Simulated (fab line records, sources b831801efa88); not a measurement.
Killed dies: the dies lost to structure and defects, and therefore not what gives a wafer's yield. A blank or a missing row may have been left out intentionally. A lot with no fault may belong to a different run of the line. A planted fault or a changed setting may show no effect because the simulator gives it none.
fab line records | flow gf180mcu
record: lots: 14 wafers: 42 last_day: 34
route steps=602 shown STI@16 VT_IMPLANT@116 SAB@277 SALICIDE@284
lots untouched by any fault: they come from a run of this same line in which no faults occurred
start_h: hours from the record's first day to the start of the lot's first wafer shown | wait_h: hours elapsed since this lot's preceding step | " identical to the entry in the row above | L1.1+2: several wafers, shown together as one row | - either no value or no given start | * or withheld: withheld | < > ~ a bound
route shown NAME@n: names a module that has steps shown in the file, with the first one's number in the route | usual: the fault-free wafers' mean and standard deviation | same: alike in all rows | chamber/n: place in a boat | sites: the reading at each site | _std_site: the values' standard deviation | _edge_site: outer sites' mean less inner sites' | radius_mm: how far each site lies from the wafer's centre | mask NAME#n: copy n | behind: the tool/chamber that last shaped the wafer | hold: why the lot was held/for how many hours/how that ended | device: the n, p or np transistor that did not switch | end of line: at the end of the route, the tests of the same wafers | step lacking rows: just its recipe | killed: at the first sort, the dies lost to defects and structure; wafer yield is something else | map: shows each die of a wafer: x if killed, . if not, _ if none is there
set.NAME: the setting the step ran with; set.NAME@STEP: the setting that earlier step ran with | model.NAME: the simulator's own value behind a step, which no gauge read
route steps across a sampled set of lots; one table per step, one row per wafer
services: a tool's chamber out of use, with start hour (start_h, from the record's first day; less than 0 if before it), hours out, and reason
== steps ==
step: GF_STI_STRIP_15
recipe: chemistry: O2/N2 power_w: 1400 pressure_mtorr: 1500 platen_temp_c: 250 o2_flow_sccm: 3000 n2_flow_sccm: 300 overash_fraction: 0.5
usual: drypump_motor_current_A: 5.7/0.49 heater_power_w: 312/18 oes_product_au: 0.383/0.0047 platen_temp_c: 250.03/0.16 strip_time_to_endpoint_s: 3.71/0.042
columns lot.wafer tool chamber start_h wait_h drypump_motor_current_A heater_power_w oes_product_au platen_temp_c rf_hours_counter_h strip_time_to_endpoint_s
L250.1 plasma_asher-04 1 47.17 0.0 4.8 330 0.382 250.01 26 3.76
L250.3 " 1 " " 4.8 324 0.389 249.82 - 3.71
L250.4 " 0 " " 5.8 276 0.377 250.15 - 3.67
L251.1 plasma_asher-03 1 52.62 0.0 5.9 315 0.380 250.21 38 3.79
L251.3 " 1 " " 6.0 330 0.386 250.15 - 3.71
L251.6 " 0 " " 6.0 300 0.378 249.93 - 3.71
L252.1 plasma_asher-01 1 57.56 0.0 5.2 315 0.389 249.88 40 3.77
L252.3 " 1 " " 5.2 312 0.383 250.19 - 3.79
L252.6 " 1 " " 5.2 313 0.386 250.06 - 3.78
L253.2 plasma_asher-03 1 62.44 0.0 6.0 325 0.388 249.68 39 3.66
L253.3 " 0 " " 5.9 293 0.382 249.86 - 3.71
L253.6 " 0 " " 6.0 299 0.383 250.06 - 3.67
L254.1 plasma_asher-03 1 66.96 0.0 5.9 321 0.379 250.12 39 3.66
L254.3 " 1 " " 6.0 321 0.391 249.83 - 3.71
L254.4 " 0 " " 5.9 302 0.386 249.91 - 3.68
L259.1 plasma_asher-03 1 94.39 0.0 6.0 319 0.385 249.97 42 3.74
L259.3 " 1 " " 6.0 318 0.381 249.90 - 3.66
L259.4 " 0 " " 6.0 294 0.385 249.99 - 3.69
L260.2 plasma_asher-03 0 99.57 0.0 6.0 304 0.387 250.14 42 3.71
L260.4 " 0 " " 6.0 296 0.378 249.73 - 3.74
L260.6 " 1 " " 6.0 313 0.391 249.91 - 3.68
L261.3 plasma_asher-03 1 104.12 0.1 6.0 321 0.381 249.98 - 3.64
L261.4 " 0 " " 6.0 297 0.378 249.99 - 3.68
L261.6 " 0 " " 6.0 301 0.378 250.09 - 3.65
L262.1 plasma_asher-01 1 108.41 0.0 5.1 307 0.384 250.19 45 3.72
L262.5 " 0 " " 6.4 320 0.374 250.06 - 3.66
L262.6 " 1 " " 5.1 301 0.380 250.10 - 3.65
L264.1 plasma_asher-04 0 118.24 0.0 5.8 265 0.379 250.27 34 3.68
L264.2 " 1 " " 4.8 330 0.379 249.97 34 3.68
L264.4 " 0 " " 5.8 271 0.392 249.66 - 3.71
L265.1 plasma_asher-01 1 123.59 0.0 5.2 331 0.378 250.31 0 3.70
L265.3 " 1 " " 5.2 340 0.385 250.11 - 3.71
L265.6 " 0 " " 6.4 330 0.384 249.99 - 3.72
L266.3 plasma_asher-01 1 130.05 0.1 5.1 325 0.381 249.98 - 3.66
L266.4 " 0 " " 6.4 334 0.386 250.10 - 3.63
L266.6 " 1 " " 5.2 334 0.382 250.02 - 3.68
L267.1 plasma_asher-01 0 135.97 0.0 6.4 323 0.393 249.82 2 3.71
L267.3 " 1 " " 5.2 330 0.378 249.76 - 3.62
L267.6 " 1 " " 5.2 326 0.380 250.00 - 3.71
L268.2 plasma_asher-04 1 140.26 0.0 4.8 329 0.388 249.94 36 3.73
L268.3 " 1 " " 4.8 328 0.392 250.19 - 3.73
L268.4 " 0 " " 5.8 273 0.380 250.11 - 3.75
step: GF_VT_IMPLANT_EXPOSE_26
recipe: mask_id: LVPWELL_HV_AREA target_cd_nm: 860 na: 0.6 source_shape: conventional sigma_outer: 0.6 dose_mj: 140
usual: exposure_dose_mJ_cm2: 140.00/0.14 focus_offset_nm: 0.0/0.55 na: 0.6/0
columns lot.wafer tool chamber start_h wait_h mask exposure_dose_mJ_cm2 focus_offset_nm na
L250.1 iline_stepper-01 0 160.97 - LVPWELL_HV_AREA#0 140.18 -0.5 0.6
L250.3 " 0 " " LVPWELL_HV_AREA#0 139.90 -0.7 0.6
L250.4 " 0 " " LVPWELL_HV_AREA#0 139.90 -0.5 0.6
L251.1 iline_stepper-02 0 166.45 - LVPWELL_HV_AREA#0 139.86 -0.6 0.6
L251.3 " 0 " " LVPWELL_HV_AREA#0 140.17 0.8 0.6
L251.6 " 0 " " LVPWELL_HV_AREA#0 139.82 0.8 0.6
L252.1 iline_stepper-01 0 179.26 - LVPWELL_HV_AREA#0 140.00 0.7 0.6
L252.3 " 0 " " LVPWELL_HV_AREA#0 139.96 -0.5 0.6
L252.6 " 0 " " LVPWELL_HV_AREA#0 140.06 0.4 0.6
L253.2 iline_stepper-01 0 180.10 - LVPWELL_HV_AREA#0 140.08 -0.4 0.6
L253.3 " 0 " " LVPWELL_HV_AREA#0 140.10 -0.6 0.6
L253.6 " 0 " " LVPWELL_HV_AREA#0 140.21 0.0 0.6
L254.1 iline_stepper-02 0 186.45 - LVPWELL_HV_AREA#0 139.91 0.5 0.6
L254.3 " 0 " " LVPWELL_HV_AREA#0 139.92 0.1 0.6
L254.4 " 0 " " LVPWELL_HV_AREA#0 139.97 0.6 0.6
L259.1 iline_stepper-02 - 218.87 - LVPWELL_HV_AREA#0 - - -
L259.3 " - " " LVPWELL_HV_AREA#0 - - -
L259.4 " - " " LVPWELL_HV_AREA#0 - - -
L260.2 iline_stepper-01 - 225.68 - LVPWELL_HV_AREA#0 - - -
L260.4 " - " " LVPWELL_HV_AREA#0 - - -
L260.6 " - " " LVPWELL_HV_AREA#0 - - -
L261.3 iline_stepper-02 0 231.19 - LVPWELL_HV_AREA#0 139.85 0.1 0.6
L261.4 " 0 " " LVPWELL_HV_AREA#0 139.99 0.0 0.6
L261.6 " 0 " " LVPWELL_HV_AREA#0 140.09 0.0 0.6
L262.1 iline_stepper-02 0 234.52 - LVPWELL_HV_AREA#0 139.93 0.2 0.6
L262.5 " 0 " " LVPWELL_HV_AREA#0 140.01 0.5 0.6
L262.6 " 0 " " LVPWELL_HV_AREA#0 140.13 0.6 0.6
L264.1 iline_stepper-02 0 247.74 - LVPWELL_HV_AREA#0 140.08 -1.2 0.6
L264.2 " 0 " " LVPWELL_HV_AREA#0 139.80 0.2 0.6
L264.4 " 0 " " LVPWELL_HV_AREA#0 140.06 -0.2 0.6
L265.1 iline_stepper-01 0 254.47 - LVPWELL_HV_AREA#0 139.97 -0.4 0.6
L265.3 " 0 " " LVPWELL_HV_AREA#0 139.95 0.6 0.6
L265.6 " 0 " " LVPWELL_HV_AREA#0 140.01 -0.5 0.6
L266.3 iline_stepper-01 0 260.52 - LVPWELL_HV_AREA#0 140.02 0.6 0.6
L266.4 " 0 " " LVPWELL_HV_AREA#0 140.40 -0.7 0.6
L266.6 " 0 " " LVPWELL_HV_AREA#0 139.99 -0.1 0.6
L267.1 iline_stepper-02 0 268.91 - LVPWELL_HV_AREA#0 139.89 -0.1 0.6
L267.3 " 0 " " LVPWELL_HV_AREA#0 139.87 -0.3 0.6
L267.6 " 0 " " LVPWELL_HV_AREA#0 139.99 0.4 0.6
L268.2 iline_stepper-01 0 274.53 - LVPWELL_HV_AREA#0 139.84 0.5 0.6
L268.3 " 0 " " LVPWELL_HV_AREA#0 139.90 -0.1 0.6
L268.4 " 0 " " LVPWELL_HV_AREA#0 140.07 -0.3 0.6
step: GF_SAB_STRIP_13
recipe: chemistry: O2/N2 power_w: 1400 pressure_mtorr: 1500 platen_temp_c: 250 o2_flow_sccm: 3000 n2_flow_sccm: 300 overash_fraction: 0.5
usual: drypump_motor_current_A: 5.6/0.52 heater_power_w: 310/23 oes_product_au: 0.710/0.0042 platen_temp_c: 249.99/0.16 strip_time_to_endpoint_s: 12.56/0.033
columns lot.wafer tool chamber start_h wait_h drypump_motor_current_A heater_power_w oes_product_au platen_temp_c rf_hours_counter_h strip_time_to_endpoint_s
L250.1 plasma_asher-01 1 372.29 0.0 5.2 335 0.713 250.07 24 12.54
L250.3 " 1 " " 5.2 325 0.711 249.80 - 12.51
L250.4 " 0 " " 6.4 342 0.714 249.98 - 12.53
L251.1 plasma_asher-04 1 382.15 0.0 4.8 336 0.712 250.10 61 12.52
L251.3 " 0 " " 5.8 277 0.709 250.24 - 12.50
L251.6 " 0 " " 5.8 279 0.715 250.09 - 12.52
L253.2 plasma_asher-04 1 400.93 0.0 4.8 331 0.704 249.84 63 12.61
L253.3 " 1 " " 4.8 320 0.715 249.95 - 12.56
L253.6 " 0 " " 5.8 269 0.709 250.31 - 12.59
L252.1 plasma_asher-04 1 405.44 0.0 4.8 329 0.712 250.03 64 12.55
L252.3 " 1 " " 4.8 327 0.711 249.82 - 12.53
L252.6 " 0 " " 5.8 274 0.714 249.94 - 12.53
L254.1 plasma_asher-01 0 409.60 0.0 6.4 324 0.700 249.86 28 12.59
L254.3 " 0 " " 6.4 329 0.708 250.04 - 12.58
L254.4 " 1 " " 5.2 332 0.714 250.62 - 12.56
L261.3 plasma_asher-04 1 469.70 0.0 4.8 329 0.706 250.37 - 12.51
L261.4 " 0 " " 5.8 273 0.711 249.70 - 12.54
L261.6 " 0 " " 5.8 274 0.712 249.70 - 12.54
L262.1 plasma_asher-01 0 475.77 0.0 6.4 317 0.714 249.86 35 12.56
L262.5 " 1 " " 5.2 329 0.711 249.98 - 12.57
L262.6 " 0 " " 6.4 335 0.707 250.03 - 12.57
L264.1 plasma_asher-03 1 492.15 0.0 6.0 326 0.713 249.98 82 12.58
L264.2 " 0 " " 5.9 299 0.713 249.98 82 12.58
L264.4 " 0 " " 6.0 296 0.712 250.06 - 12.56
L265.1 plasma_asher-03 1 503.44 0.0 6.0 325 0.710 250.19 83 12.50
L265.3 " 1 " " 6.0 323 0.718 249.95 - 12.54
L265.6 " 1 " " 6.0 324 0.710 249.87 - 12.50
L266.3 plasma_asher-03 1 512.84 0.0 6.0 323 0.708 249.84 - 12.48
L266.4 " 0 " " 5.9 306 0.706 250.03 - 12.50
L266.6 " 0 " " 6.0 289 0.713 249.97 - 12.50
L267.1 plasma_asher-04 0 521.17 0.0 5.8 273 0.711 249.91 76 12.58
L267.3 " 1 " " 4.8 333 0.705 249.93 - 12.58
L267.6 " 1 " " 4.8 324 0.707 249.95 - 12.57
L268.2 plasma_asher-03 0 532.29 0.0 6.0 301 0.707 250.14 86 12.60
L268.3 " 0 " " 5.9 302 0.708 250.10 - 12.61
L268.4 " 1 " " 6.0 329 0.716 250.07 - 12.61
step: GF_SALICIDE_RTA_06
recipe: temp_c: 530 time_s: 30 ambient: N2
usual: chamber_o2_ppm: 2.006/0.021 lamp_power_pct: 6.5/0.59 wafer_temp_C_max: 533.4/1.2
same: time_s: 30
columns lot.wafer tool chamber start_h wait_h chamber_o2_ppm lamp_power_pct wafer_temp_C_max
L250.1 rtp_anneal-01 0 372.71 0.1 2.000 7.2 535.1
L250.3 " 0 " " 2.023 7.2 534.8
L250.4 " 0 " " 2.016 7.2 534.1
L251.1 rtp_anneal-02 0 382.57 0.1 1.980 6.0 532.2
L251.3 " 0 " " 1.977 6.0 533.2
L251.6 " 0 " " 1.991 6.0 532.2
L253.2 rtp_anneal-01 0 401.43 0.1 1.996 7.2 533.3
L253.3 " 0 " " 2.007 7.2 534.0
L253.6 " 0 " " 1.992 7.2 534.1
L252.1 rtp_anneal-02 0 405.91 0.1 2.005 6.0 533.0
L252.3 " 0 " " 2.015 6.0 532.1
L252.6 " 0 " " 1.993 6.0 532.3
L254.1 rtp_anneal-02 0 410.02 0.1 2.038 6.0 532.1
L254.3 " 0 " " 1.970 6.0 532.5
L254.4 " 0 " " 2.016 6.0 531.7
L261.3 rtp_anneal-01 0 470.13 0.1 2.000 7.1 535.2
L261.4 " 0 " " 2.021 7.1 534.2
L261.6 " 0 " " 2.023 7.2 534.1
L262.1 rtp_anneal-02 0 476.19 0.1 1.985 6.0 532.2
L262.5 " 0 " " 1.991 6.0 532.7
L262.6 " 0 " " 1.989 6.0 532.7
L264.1 rtp_anneal-01 0 492.60 0.1 2.039 7.1 536.3
L264.2 " 0 " " 2.013 7.2 534.7
L264.4 " 0 " " 2.041 7.2 535.3
L265.1 rtp_anneal-02 0 503.86 0.1 2.038 6.0 532.8
L265.3 " 0 " " 2.000 6.0 532.5
L265.6 " 0 " " 1.994 6.0 532.4
L266.3 rtp_anneal-02 0 513.26 0.1 1.970 6.0 532.6
L266.4 " 0 " " 1.979 6.0 533.0
L266.6 " 0 " " 1.986 6.0 532.3
L267.1 rtp_anneal-01 0 521.60 0.1 1.993 7.2 534.6
L267.3 " 0 " " 1.963 7.2 535.2
L267.6 " 0 " " 1.992 7.2 534.9
L268.2 rtp_anneal-01 0 532.77 0.1 2.002 7.2 535.2
L268.3 " 0 " " 1.982 7.2 533.1
L268.4 " 0 " " 2.017 7.2 534.9
== services ==
columns tool chamber start_h hours kind
iline_stepper-02 - 66.58 4.4 pm
iline_stepper-01 - 67.51 13.9 repair
iline_stepper-01 - 76.70 0.7 repair
plasma_asher-03 - 80.08 1.0 repair
iline_stepper-01 - 87.64 2.9 repair
plasma_asher-01 - 108.75 9.0 pm
iline_stepper-02 - 121.93 1.7 repair
iline_stepper-02 - 143.77 1.7 pm
plasma_asher-03 - 151.70 11.2 pm
iline_stepper-02 - 169.29 0.8 repair
plasma_asher-04 - 170.53 2.8 repair
iline_stepper-01 - 207.26 1.7 pm
iline_stepper-01 - 235.67 2.1 pm
plasma_asher-01 - 272.40 5.1 repair
plasma_asher-03 - 318.17 7.6 repair
plasma_asher-01 - 343.06 2.8 pm
plasma_asher-01 - 353.56 8.5 repair
plasma_asher-04 - 354.21 15.6 pm
iline_stepper-02 - 361.95 1.7 pm
iline_stepper-01 - 395.62 15.1 repair
plasma_asher-03 - 402.21 2.8 repair
iline_stepper-01 - 410.70 8.9 pm
plasma_asher-04 - 433.27 3.8 repair
plasma_asher-04 - 447.26 1.8 repair
== key ==
first_sign: step: GF_VT_IMPLANT_EXPOSE_26 reading: tool_record direction: missing
effect none on later readings
met_at GF_VT_IMPLANT_EXPOSE_26
struck_lots L259,L260
later_rows_left_out L259.1,L259.3,L259.4,L260.2,L260.4,L260.6
sort_left_out L259.1,L259.3,L259.4,L260.2,L260.4,L260.6
tester_left_out L259,L260
loop_trim: step: GF_STI_EXPOSE_09 setting: dose lots: L259
not_acting_at GF_STI_STRIP_15,GF_SAB_STRIP_13,GF_SALICIDE_RTA_06
onset_between 186.45 218.87
fault: kind: skipped_step_whole tool: iline_stepper-01,iline_stepper-02 chamber: - onset_h: 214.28 steps: GF_VT_IMPLANT_EXPOSE_26 scope: struck_lots_only
tester_left_out: of these lots the tester's yield and bins aren't shown, on N5 and GAA mostly nor the transistor test; their killed dies are dies lost to structure and defects alone, not to doping, threshold or leakage, so they don't give the yield
sort_left_out: the simulated sort isn't trusted on such a fault, so these wafers' sort isn't shown, and their yield isn't known
later_rows_left_out: the simulator's readings of these wafers behind a module that went badly wrong aren't trusted and aren't shown, but for the sort
loop_trim: a control loop set the setting to another value than it would have without faults
